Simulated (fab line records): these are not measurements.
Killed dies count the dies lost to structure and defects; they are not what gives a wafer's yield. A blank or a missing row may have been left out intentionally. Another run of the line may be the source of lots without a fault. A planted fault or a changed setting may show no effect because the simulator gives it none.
fab line records	flow sky130
[record] lots = 7	wafers = 21	lastDay = 50
route steps=708 shown CONTACT@410 PAD_OPEN@708
lots with no fault: from the same line, run without faults
startH: start of the lot's first displayed wafer, in hours after the record's first day	waitH: hours since the lot's step before	" as in the row above	L1.1+2: several wafers, shown together as one row	- no value present, or no start provided	* or withheld: withheld	< > ~ a bound
route shown NAME@n: names a module that has steps shown in the file, with the first one's number in the route	usual: mean/standard deviation taken from wafers without a fault	same: alike in all rows	chamber/n: place in a boat	sites: the reading at each site	_std_site: standard deviation of those values	_edge_site: inner sites' mean taken away from outer sites' mean	radiusMm: for every site, how far away it sits from the centre of the wafer	mask NAME#n: copy n	behind: the last tool/chamber to shape the wafer	hold: what put the lot on hold/how long, in hours/how the hold closed	device: transistor that didn't switch, given as n, p or np	end of line: at the end of the route, the tests of the same wafers	where a step has no rows: the recipe by itself	killed: count of dies lost to structure and defects at first sort (not the wafer's yield)	map: a wafer's dies, x killed, . not, _ none there
set.NAME: the setting the step ran with; set.NAME@STEP: the setting that earlier step ran with	model.NAME: the simulator's own value behind a step, which no gauge read
lots seen at some steps along the route; tables by step, rows by wafer
services: from which hour (startH, from the record's first day; less than 0 if before it) a tool's chamber was out of use, for how many hours, and why
[[steps]]
[step SKY_CONTACT_CMP_04]
[recipe] material = SiO2	downForcePsi = 4	platenRpm = 60	padVelocityMS = 0.94248
[usual] motorCurrentA = 12.1/1.5	retainingRingPressureFrac = 1.000/0.0049	timeToEndpointS = 85/4.8
lot.wafer	tool	chamber	startH	waitH	motorCurrentA	retainingRingPressureFrac	timeToEndpointS
L939.1	cmp-02	3	728.23	0.1	10.7	1.002	85
L939.2	"	0	"	"	16.0	1.001	82
L939.3	"	2	"	"	10.7	0.994	82
L943.4	cmp-02	1	781.65	0.0	12.4	1.003	90
L943.3	"	2	"	"	10.9	0.996	85
L943.2	"	0	"	"	16.1	1.000	80
L947.2	cmp-01	0	790.89	0.1	13.0	0.998	78
L947.1	"	1	"	"	12.0	1.006	79
L947.4	"	2	"	"	10.9	1.001	85
L953.2	cmp-01	3	833.48	0.1	11.5	1.000	90
L953.1	"	0	"	"	12.2	1.003	79
L953.5	"	2	"	"	11.5	0.996	87
L954.3	cmp-02	3	848.85	0.1	10.6	1.005	83
L954.5	"	2	"	"	11.7	1.004	80
L954.6	"	3	"	"	10.9	1.000	86
L955.1	cmp-02	1	851.95	0.1	11.9	0.997	86
L955.6	"	1	"	"	11.5	0.989	90
L955.5	"	2	"	"	10.7	0.997	83
L957.4	cmp-01	2	864.11	0.0	11.3	0.999	86
L957.3	"	0	"	"	12.3	1.000	76
L957.5	"	2	"	"	10.9	0.995	85
[step SKY_CONTACT_BOW_MEAS_05]
[recipe] mode = bow
[usual] CONTACT_BOW = 82/7.2
lot.wafer	tool	chamber	startH	waitH	CONTACT_BOW[um]
L939.1	filmMetro-01	-	728.53	0.2	80
L939.2	"	-	"	"	80
L939.3	"	-	"	"	89
L943.2	filmMetro-03	-	781.97	0.1	82
L943.3	"	-	"	"	73
L943.4	"	-	"	"	73
L947.1	filmMetro-01	-	791.14	0.1	82
L947.2	"	-	"	"	72
L947.4	"	-	"	"	77
L953.1	filmMetro-03	-	833.68	0.1	79
L953.2	"	-	"	"	82
L953.5	"	-	"	"	77
L954.3	filmMetro-02	-	849.14	0.2	69
L954.5	"	-	"	"	76
L954.6	"	-	"	"	88
L955.1	filmMetro-03	-	852.25	0.2	92
L955.5	"	-	"	"	88
L955.6	"	-	"	"	96
L957.3	filmMetro-03	-	864.45	0.2	84
L957.4	"	-	"	"	84
L957.5	"	-	"	"	87
[step SKY_CONTACT_DEHYDRATE_06]
[recipe] tempC = 200	timeS = 60
[step SKY_CONTACT_HMDS_07]
[recipe] primeTimeS = 60	primeTempC = 120
[step SKY_CONTACT_COAT_08]
[recipe] resist = BARC	tempC = withheld	timeS = withheld	spinRpm = 3000	resistThkNm = 60
[step SKY_CONTACT_COAT_09]
[recipe] resist = KrF-thick	spinRpm = 3000	resistThkNm = 450
[step SKY_CONTACT_SOFTBAKE_10]
[recipe] tempC = 99.67	timeS = 90	resist = KrF-thick
[step SKY_CONTACT_EXPOSE_11]
[recipe] maskId = CTM1	na = 0.8	sourceShape = annular	sigmaInner = 0.55	sigmaOuter = 0.85	targetCdNm = 170	doseMj = 38
[step SKY_CONTACT_PEB_12]
[recipe] pebTempC = withheld	pebTimeS = withheld	resist = KrF-thick
[step SKY_CONTACT_DEVELOP_13]
[recipe] developTimeS = 60	resist = KrF-thick	devTempC = 21
[step SKY_CONTACT_CD_MEAS_14]
[recipe] targetCdNm = 170
[usual] cdNm = 170.0/1.7
lot.wafer	tool	chamber	startH	waitH	cdNm
L939.1	cdSem-01	-	756.22	-	169.9
L939.2	"	-	"	"	170.7
L939.3	"	-	"	"	170.4
L943.2	cdSem-01	-	808.84	-	172.0
L943.3	"	-	"	"	172.1
L943.4	"	-	"	"	173.2
L947.1	cdSem-02	-	817.46	-	171.3
L947.2	"	-	"	"	171.4
L947.4	"	-	"	"	169.8
L953.1	cdSem-01	-	858.82	-	172.7
L953.2	"	-	"	"	171.6
L953.5	"	-	"	"	170.8
L954.3	cdSem-01	-	873.91	-	172.0
L954.5	"	-	"	"	172.5
L954.6	"	-	"	"	172.5
L955.1	cdSem-01	-	877.61	-	169.6
L955.5	"	-	"	"	168.9
L955.6	"	-	"	"	168.9
L957.3	cdSem-02	-	890.16	-	170.6
L957.4	"	-	"	"	169.9
L957.5	"	-	"	"	170.6
[step SKY_CONTACT_OVL_MEAS_15]
[usual] CONTACT_OVL = 0/4.8
lot.wafer	tool	chamber	startH	waitH	CONTACT_OVL[nm]
L939.1	overlay-02	-	756.34	0.1	0
L939.2	"	-	"	"	-4
L939.3	"	-	"	"	-7
L943.2	overlay-02	-	808.95	0.1	6
L943.3	"	-	"	"	9
L943.4	"	-	"	"	2
L947.1	overlay-01	-	817.58	0.1	3
L947.2	"	-	"	"	2
L947.4	"	-	"	"	5
L953.1	overlay-01	-	858.94	0.1	-5
L953.2	"	-	"	"	-5
L953.5	"	-	"	"	-7
L954.3	overlay-02	-	874.01	0.1	8
L954.5	"	-	"	"	1
L954.6	"	-	"	"	5
L955.1	overlay-01	-	877.73	0.1	3
L955.5	"	-	"	"	4
L955.6	"	-	"	"	-1
L957.3	overlay-01	-	890.25	0.1	1
L957.4	"	-	"	"	-4
L957.5	"	-	"	"	0
[step SKY_CONTACT_ETCH_16]
[recipe] chemistry = N2/H2	target = BARC	ionEnergyEv = 200	sourceW = 500	biasW = 100	pressureMtorr = 30	n2FlowSccm = 100	h2FlowSccm = 200	stopOn = SiO2	timeS = 45.9	targetDepthA = 600
[usual] drypumpMotorCurrentA = 5.5/0.34	oesProductAu = 0.855/0.0047	throttleValvePct = 13.226/0.0089
lot.wafer	tool	chamber	startH	waitH	drypumpMotorCurrentA	oesProductAu	rfHoursCounterH	throttleValvePct	model.KrF-thick_of_CONTACT_COAT_09.thkNm	model.etch.depthNm	model.CONTACT.cdNm
L939.1	rieDiel-01	2	756.38	0.0	4.9	0.847	20	13.209	395.1	59.95	169.2
L939.2	"	0	"	"	5.4	0.858	10	13.229	395.9	60.02	170.7
L939.3	"	3	"	"	5.7	0.858	16	13.207	394.5	59.89	170.6
L943.2	rieDiel-04	1	808.98	0.0	6.1	0.844	3	13.208	394.8	59.9	171.7
L943.3	"	2	"	"	5.7	0.852	16	13.221	392.4	59.9	171.5
L943.4	"	0	"	"	5.8	0.856	13	13.226	391.8	60.06	173
L947.1	rieDiel-04	2	817.62	0.0	5.7	0.859	16	13.221	393.7	60.45	170.8
L947.2	"	3	"	"	5.2	0.859	17	13.225	394.6	60.47	171.3
L947.4	"	1	"	"	6.2	0.854	3	13.233	393.5	60.51	170
L953.1	rieDiel-04	0	858.98	0.0	5.8	0.705	14	13.214	412.5	40.45	168.1
L953.2	"	1	"	"	6.1	0.699	5	13.207	411.1	40.22	167.1
L953.5	"	2	"	"	5.7	0.704	-	13.207	412.8	40.16	166.7
L954.3	rieDiel-04	2	874.03	0.0	5.8	0.697	18	13.210	413.7	40.4	167.3
L954.5	"	3	"	"	5.2	0.701	-	13.212	413.5	40.22	167.7
L954.6	"	2	"	"	5.8	0.698	-	13.211	414.4	40.12	168.4
L955.1	rieDiel-01	3	877.77	0.0	5.7	0.851	20	13.235	390.9	60.24	169.8
L955.5	"	2	"	"	4.9	0.859	-	13.226	393.3	60.26	168.4
L955.6	"	1	"	"	5.4	0.865	-	13.216	390.5	60.36	168.5
L957.3	rieDiel-04	2	890.28	0.0	5.7	0.703	18	13.207	415.3	40.98	166
L957.4	"	1	"	"	6.1	0.700	6	13.215	413.1	40.78	165.9
L957.5	"	0	"	"	5.7	0.704	-	13.212	414.2	41.4	166.4
[step SKY_CONTACT_ETCH_17]
[recipe] target = SiO2	chemistry = C4F8/O2/Ar	stopOn = Si3N4	maskMaterial = KrF-thick	sourceW = 1527	biasW = 1200	pressureMtorr = 40	c4f8FlowSccm = withheld	O2_flow_sccm = 6	Ar_flow_sccm = 300	timeS = withheld	targetDepthA = 3400
[usual] oesProductAu = 0.892/0.0053
lot.wafer	tool	chamber	startH	waitH	oesProductAu
L939.1	rieDiel-01	2	756.42	0.0	0.893
L939.2	"	0	"	"	0.895
L939.3	"	3	"	"	0.889
L943.2	rieDiel-04	1	809.02	0.0	0.886
L943.3	"	2	"	"	0.896
L943.4	"	0	"	"	0.897
L947.1	rieDiel-04	2	817.66	0.0	0.886
L947.2	"	3	"	"	0.885
L947.4	"	1	"	"	0.888
L953.1	rieDiel-04	0	859.02	0.0	0.891
L953.2	"	1	"	"	0.893
L953.5	"	2	"	"	0.901
L954.3	rieDiel-04	2	874.07	0.0	0.885
L954.5	"	3	"	"	0.898
L954.6	"	2	"	"	0.894
L955.1	rieDiel-01	3	877.81	0.0	0.894
L955.5	"	2	"	"	0.902
L955.6	"	1	"	"	0.898
L957.3	rieDiel-04	2	890.32	0.0	0.887
L957.4	"	1	"	"	0.894
L957.5	"	0	"	"	0.896
[step SKY_CONTACT_ETCH_18]
[recipe] target = Si3N4	chemistry = CHF3/O2	stopOn = TiN	sourceW = 600	biasW = 200	pressureMtorr = 40	chf3FlowSccm = 50	O2_flow_sccm = 5	timeS = 39	targetDepthA = 750
[usual] drypumpMotorCurrentA = 5.5/0.34	oesProductAu = 0.853/0.007	throttleValvePct = 8.792/0.0093
lot.wafer	tool	chamber	startH	waitH	drypumpMotorCurrentA	oesProductAu	rfHoursCounterH	throttleValvePct	model.KrF-thick_of_CONTACT_COAT_09.thkNm	model.CONTACT.cdNm
L939.1	rieDiel-01	2	-	-	4.9	0.865	20	8.791	248.4	169.3
L939.2	"	0	"	"	5.4	0.853	10	8.786	243.9	170.9
L939.3	"	3	"	"	5.7	0.835	16	8.809	244.8	170.4
L943.2	rieDiel-04	1	-	-	6.1	0.851	3	8.787	247	171.5
L943.3	"	2	"	"	5.7	0.848	16	8.790	242.2	171.7
L943.4	"	0	"	"	5.8	0.870	13	8.786	240.1	173.2
L947.1	rieDiel-04	2	-	-	5.7	0.842	16	8.782	244.3	171.3
L947.2	"	3	"	"	5.2	0.851	17	8.789	247.9	171.6
L947.4	"	1	"	"	6.1	0.855	3	8.801	245.6	169.6
L953.1	rieDiel-04	0	-	-	5.7	0.858	14	8.770	262.3	168.5
L953.2	"	1	"	"	6.1	0.838	5	8.785	262.8	166.8
L953.5	"	2	"	"	5.7	0.862	-	8.791	264.1	167.5
L954.3	rieDiel-04	2	-	-	5.7	0.838	18	8.797	265	167.8
L954.5	"	3	"	"	5.2	0.857	-	8.808	264.7	167.7
L954.6	"	2	"	"	5.7	0.860	-	8.799	265.6	168.8
L955.1	rieDiel-01	3	-	-	5.7	0.862	20	8.812	239.3	169.6
L955.5	"	2	"	"	4.9	0.858	-	8.810	244.8	168.3
L955.6	"	1	"	"	5.5	0.844	-	8.792	239.9	168.5
L957.3	rieDiel-04	2	-	-	5.7	0.837	18	8.794	267.4	166.5
L957.4	"	1	"	"	6.1	0.857	6	8.798	265.1	165.3
L957.5	"	0	"	"	5.8	0.860	-	8.798	264	166.6
[step SKY_CONTACT_STRIP_19]
[recipe] chemistry = O2/N2	powerW = 1400	pressureMtorr = 1500	platenTempC = withheld	o2FlowSccm = 3000	n2FlowSccm = 300	overashFraction = 0.5
[usual] drypumpMotorCurrentA = 5.8/0.48	o2FlowSccm = 3001/8.5	oesProductAu = 0.380/0.0047	stripTimeToEndpointS = 3.623/0.028
[same] overashFraction = 0.5
lot.wafer	tool	chamber	startH	waitH	drypumpMotorCurrentA	o2FlowSccm	oesProductAu	rfHoursCounterH	stripTimeToEndpointS
L939.1	plasmaAsher-01	1	756.51	-	6.5	3007	0.383	32	3.657
L939.2	"	0	"	"	4.9	3003	0.376	32	3.634
L939.3	"	1	"	"	6.5	2990	0.379	-	3.625
L943.2	plasmaAsher-01	1	809.11	-	6.4	2991	0.378	35	3.663
L943.3	"	0	"	"	5.0	3000	0.376	-	3.604
L943.4	"	1	"	"	6.4	2993	0.377	-	3.587
L947.1	plasmaAsher-04	1	817.75	-	5.4	2988	0.381	70	3.631
L947.2	"	0	"	"	5.5	3005	0.382	70	3.681
L947.4	"	0	"	"	5.5	3021	0.384	-	3.653
L953.1	plasmaAsher-02	1	859.11	-	6.0	3005	0.381	101	3.819
L953.2	"	0	"	"	6.1	2999	0.389	101	3.822
L953.5	"	1	"	"	6.0	3003	0.390	-	3.842
L954.3	plasmaAsher-02	0	874.19	-	6.2	2995	0.388	-	3.854
L954.5	"	0	"	"	6.2	3000	0.385	-	3.836
L954.6	"	1	"	"	6.0	3000	0.390	-	3.848
L955.1	plasmaAsher-01	1	877.90	-	6.5	3003	0.373	40	3.568
L955.5	"	0	"	"	5.0	3010	0.377	-	3.650
L955.6	"	1	"	"	6.4	2995	0.382	-	3.598
L957.3	plasmaAsher-02	0	890.44	-	6.2	3001	0.391	-	3.868
L957.4	"	1	"	"	6.0	3007	0.394	-	3.854
L957.5	"	0	"	"	6.2	3000	0.382	-	3.859
[step SKY_CONTACT_STRIP_20]
[recipe] chemistry = postEtchResidueRemover	timeS = 1200	tempC = 72.5
[step SKY_PAD_OPEN_PROBE_99]
[usual] killed_at_M0_to_M3 = 44/7.1	killed_at_M4_up = 3/1.6	killedAtContacts = 24/5.4	killedAtFrontEnd = 15/4.7	killedAtOther = 0.3/0.51	killedDies = 87/9.9	killedOpen = 48/7.6	killedShort = 39/6.3
[same] grossDies = 492	killedAtBackSide = 0
lot.wafer	tool	chamber	startH	waitH	killed_at_M0_to_M3	killed_at_M4_up	killedAtContacts	killedAtFrontEnd	killedAtOther	killedDies	killedOpen	killedShort	model.etest.capPolyToWell.open	model.etest.capThinOxide.open	model.etest.resPwdeUnderGate.open	model.etest.pfet_01v8_mvt.underFloor	model.etest.sonosUncharged.open	model.etest.mconChain.open	model.etest.nfetG5v0d10v5.underFloor	model.etest.liconPdiff.open
L939.1	prober-02	-	1090.73	0.1	46	5	14	17	0	82	40	42	0	0	0	0	0	0	0	0
L939.2	prober-02	-	1090.78	0.1	56	3	25	17	0	101	67	34	0	0	0	0	0	0	0	0
L939.3	prober-02	-	1090.83	0.2	48	2	30	13	0	93	58	35	0	0	0	0	0	0	0	0
L943.2	prober-02	-	1132.25	0.1	36	3	23	13	0	75	37	38	0	0	0	0	0	0	0	0
L943.3	prober-02	-	1132.30	0.2	36	1	25	28	1	91	54	37	0	0	0	0	0	0	0	0
L943.4	prober-02	-	1132.35	0.2	33	7	28	17	0	85	51	34	0	0	0	0	0	0	0	0
L947.1	prober-02	-	1137.99	0.1	49	5	25	18	0	97	54	43	0	0	0	0	0	0	0	0
L947.2	prober-02	-	1138.04	0.1	43	3	31	23	1	101	56	45	0	0	0	0	0	0	0	0
L947.4	prober-02	-	1138.14	0.2	59	1	29	11	1	101	53	48	0	0	0	0	0	0	0	0
L953.1	prober-02	-	1165.20	0.1	47	4	23	23	0	97	56	41	1	1	1	1	1	1	1	1
L953.2	prober-02	-	1165.25	0.1	51	7	20	15	0	93	47	46	1	1	1	1	1	1	1	1
L953.5	prober-02	-	1165.40	0.2	33	5	22	7	0	67	35	32	1	1	1	1	1	1	1	1
L954.3	prober-01	-	1175.64	0.2	49	4	23	10	1	87	49	38	1	1	1	1	1	1	1	1
L954.5	prober-01	-	1175.74	0.2	48	4	29	13	0	94	54	40	1	1	1	1	1	1	1	1
L954.6	prober-01	-	1175.79	0.2	53	1	24	20	0	98	55	43	1	1	1	1	1	1	1	1
L955.1	prober-02	-	1179.46	0.1	50	2	21	10	1	84	43	41	0	0	0	0	0	0	0	0
L955.5	prober-02	-	1179.66	0.2	47	2	29	14	0	92	64	28	0	0	0	0	0	0	0	0
L955.6	prober-02	-	1179.71	0.2	24	4	20	10	1	59	29	30	0	0	0	0	0	0	0	0
L957.3	prober-02	-	1188.74	0.2	26	3	17	17	0	63	35	28	1	1	1	1	1	1	1	1
L957.4	prober-02	-	1188.79	0.2	40	2	32	25	1	100	58	42	1	1	1	1	1	1	1	1
L957.5	prober-02	-	1188.84	0.2	40	3	26	16	0	85	44	41	1	1	1	1	1	1	1	1
// killed by level:class
L939.1 METAL2:geometricParticle:short=9 VIA1:geometricParticle:open=9 POLY_GATE:geometricParticle:short=7 VIA3:geometricParticle:open=6 CONTACT:geometricParticle:open=5 VIA1:geometricParticle:short=5 VIA2:geometricParticle:open=5 METAL3:geometricParticle:short=4
L939.2 VIA1:geometricParticle:open=12 VIA3:geometricParticle:open=11 LI_CONTACT:geometricParticle:open=8 CONTACT:geometricParticle:open=8 VIA2:geometricParticle:open=8 METAL1:geometricParticle:short=6 FIELD_ISO:geometricParticle:open=5 POLY_GATE:geometricParticle:open=5
L939.3 VIA1:geometricParticle:open=12 LI_CONTACT:geometricParticle:open=11 CONTACT:geometricParticle:open=11 VIA2:geometricParticle:open=9 METAL1:geometricParticle:short=7 FIELD_ISO:geometricParticle:short=5 CONTACT:geometricParticle:short=5 VIA3:geometricParticle:open=5
L943.2 VIA1:geometricParticle:open=12 LI_CONTACT:geometricParticle:open=11 METAL1:geometricParticle:short=8 POLY_GATE:geometricParticle:short=5 CONTACT:geometricParticle:short=5 VIA2:geometricParticle:open=5 VIA3:geometricParticle:short=4 LOCAL_INTERCONNECT:geometricParticle:short=4
L943.3 CONTACT:geometricParticle:open=12 VIA1:geometricParticle:open=10 VIA3:geometricParticle:open=8 POLY_GATE:geometricParticle:open=6 SPACER:geometricParticle:short=6 FIELD_ISO:geometricParticle:short=5 LI_CONTACT:geometricParticle:open=5 POLY_GATE:geometricParticle:short=4
L943.4 VIA1:geometricParticle:open=11 CONTACT:geometricParticle:open=8 VIA2:geometricParticle:open=8 LOCAL_INTERCONNECT:geometricParticle:short=6 POLY_GATE:geometricParticle:short=5 LI_CONTACT:geometricParticle:open=4 CONTACT:geometricParticle:short=4 VIA3:geometricParticle:open=4
L947.1 VIA1:geometricParticle:open=12 POLY_GATE:geometricParticle:open=7 LI_CONTACT:geometricParticle:open=7 VIA2:geometricParticle:open=7 VIA3:geometricParticle:open=7 METAL2:geometricParticle:short=6 CONTACT:geometricParticle:short=6 CONTACT:geometricParticle:open=6
L947.2 VIA1:geometricParticle:open=16 CONTACT:geometricParticle:open=14 FIELD_ISO:geometricParticle:short=6 VIA1:geometricParticle:short=6 LI_CONTACT:geometricParticle:open=6 CONTACT:geometricParticle:short=6 FIELD_ISO:geometricParticle:open=5 POLY_GATE:geometricParticle:short=5
L947.4 VIA1:geometricParticle:open=15 VIA1:geometricParticle:short=12 LI_CONTACT:geometricParticle:open=9 CONTACT:geometricParticle:open=8 VIA3:geometricParticle:open=7 VIA2:geometricParticle:open=7 METAL2:geometricParticle:short=6 LOCAL_INTERCONNECT:geometricParticle:short=5
L953.1 VIA1:geometricParticle:open=11 VIA2:geometricParticle:open=10 CONTACT:geometricParticle:open=9 FIELD_ISO:geometricParticle:open=8 LI_CONTACT:geometricParticle:open=6 VIA1:geometricParticle:short=6 FIELD_ISO:geometricParticle:short=5 POLY_GATE:geometricParticle:short=5
L953.2 VIA1:geometricParticle:open=10 METAL1:geometricParticle:short=9 VIA2:geometricParticle:open=8 FIELD_ISO:geometricParticle:open=7 CONTACT:geometricParticle:open=7 METAL2:geometricParticle:short=6 METAL4:geometricParticle:short=6 VIA3:geometricParticle:open=6
L953.5 CONTACT:geometricParticle:open=10 METAL2:geometricParticle:short=7 LI_CONTACT:geometricParticle:open=6 VIA3:geometricParticle:short=5 METAL4:geometricParticle:short=5 POLY_GATE:geometricParticle:open=4 VIA1:geometricParticle:open=3 CONTACT:geometricParticle:short=3
L954.3 VIA1:geometricParticle:open=11 CONTACT:geometricParticle:open=10 LI_CONTACT:geometricParticle:open=9 VIA3:geometricParticle:open=7 METAL2:geometricParticle:short=6 VIA3:geometricParticle:short=6 VIA2:geometricParticle:open=5 VIA2:geometricParticle:short=4
L954.5 VIA1:geometricParticle:open=12 CONTACT:geometricParticle:open=11 VIA3:geometricParticle:open=8 METAL2:geometricParticle:short=7 LI_CONTACT:geometricParticle:open=6 METAL1:geometricParticle:short=5 VIA1:geometricParticle:short=5 LI_CONTACT:geometricParticle:short=4
L954.6 CONTACT:geometricParticle:open=13 VIA1:geometricParticle:open=10 VIA1:geometricParticle:short=9 METAL1:geometricParticle:short=8 POLY_GATE:geometricParticle:open=7 VIA2:geometricParticle:open=6 METAL1:geometricParticle:open=5 METAL2:geometricParticle:short=5
L955.1 VIA1:geometricParticle:open=11 VIA2:geometricParticle:open=8 METAL1:geometricParticle:short=7 VIA1:geometricParticle:short=7 LI_CONTACT:geometricParticle:open=6 LOCAL_INTERCONNECT:geometricParticle:short=6 VIA3:geometricParticle:open=5 FIELD_ISO:geometricParticle:short=4
L955.5 LI_CONTACT:geometricParticle:open=15 VIA1:geometricParticle:open=12 CONTACT:geometricParticle:open=10 METAL2:geometricParticle:short=7 VIA2:geometricParticle:open=6 VIA3:geometricParticle:open=5 POLY_GATE:geometricParticle:short=4 VIA1:geometricParticle:short=4
L955.6 CONTACT:geometricParticle:open=7 CONTACT:geometricParticle:short=6 VIA2:geometricParticle:open=6 LOCAL_INTERCONNECT:geometricParticle:short=5 VIA1:geometricParticle:open=4 VIA3:geometricParticle:short=4 FIELD_ISO:geometricParticle:short=3 POLY_GATE:geometricParticle:short=3
L957.3 CONTACT:geometricParticle:open=7 POLY_GATE:geometricParticle:open=5 VIA1:geometricParticle:open=5 FIELD_ISO:geometricParticle:short=4 CONTACT:geometricParticle:short=4 VIA2:geometricParticle:open=4 VIA3:geometricParticle:open=4 FIELD_ISO:geometricParticle:open=3
L957.4 LI_CONTACT:geometricParticle:open=11 POLY_GATE:geometricParticle:open=8 VIA3:geometricParticle:open=8 VIA1:geometricParticle:open=8 CONTACT:geometricParticle:open=7 LI_CONTACT:geometricParticle:short=6 METAL2:geometricParticle:short=6 FIELD_ISO:geometricParticle:open=5
L957.5 CONTACT:geometricParticle:short=8 CONTACT:geometricParticle:open=8 VIA1:geometricParticle:open=7 METAL2:geometricParticle:short=6 VIA2:geometricParticle:open=6 FIELD_ISO:geometricParticle:open=5 LI_CONTACT:geometricParticle:open=5 METAL1:geometricParticle:short=5
[[services]]
tool	chamber	startH	hours	kind
rieDiel-01	-	712.26	14.6	pm
cmp-02	-	716.21	0.9	repair
cmp-01	-	744.06	4.0	pm
cmp-01	-	748.06	-	consumableReplace:conditioner
cmp-01	-	748.06	-	consumableReplace:pad
plasmaAsher-01	-	760.83	9.1	repair
cmp-01	-	763.54	4.0	pm
plasmaAsher-01	-	779.11	2.8	pm
rieDiel-04	-	787.36	0.3	repair
rieDiel-04	1	789.21	6.0	repair
rieDiel-04	-	790.58	0.4	repair
cmp-02	-	801.90	0.3	repair
cmp-01	-	839.18	0.9	repair
plasmaAsher-01	-	849.71	28.1	pm
cmp-01	-	850.44	7.2	pm
rieDiel-04	2	851.78	5.5	repair
rieDiel-01	-	855.12	0.7	repair
rieDiel-04	-	861.51	0.7	repair
cmp-02	-	869.08	0.5	repair
cmp-02	-	885.63	1.4	repair
plasmaAsher-04	-	888.44	2.3	repair
[[key]]
[firstSign] step = SKY_CONTACT_ETCH_16	reading = oesProductAu	direction = down	sigmas = 33	usual = 0.855	struck = 0.701
[effect] step = SKY_CONTACT_ETCH_16	reading = throttleValvePct	direction = down	sigmas = 1.8	usual = 13.226	struck = 13.211
[effect] step = SKY_CONTACT_STRIP_19	reading = stripTimeToEndpointS	direction = up	sigmas = 7.9	usual = *	struck = *
[modelEffect] step = SKY_CONTACT_ETCH_16	value = KrF-thick_of_CONTACT_COAT_09.thkNm	without = 393	struck = 413.4
[modelEffect] step = SKY_CONTACT_ETCH_18	value = KrF-thick_of_CONTACT_COAT_09.thkNm	without = 244.2	struck = 264.6
[modelEffect] step = SKY_PAD_OPEN_PROBE_99	value = etest.capPolyToWell.open	without = 0	struck = 1
metAt SKY_CONTACT_ETCH_16
struckWafers L953.1,L953.2,L953.5,L954.3,L954.5,L954.6,L957.3,L957.4,L957.5
testerLeftOut L953,L954,L957
onsetBetween 817.62 858.98
[fault] kind = processParameterDrift	tool = rieDiel-04	chamber = -	onsetH = 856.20	steps = SKY_CONTACT_ETCH_16	channel = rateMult	offset = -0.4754	shape = step	endH = 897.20
// testerLeftOut: of these lots the tester's yield and bins aren't shown, on N5 and GAA mostly nor the transistor test; their killed dies are dies lost to structure and defects alone, not to doping, threshold or leakage, so they don't give the yield
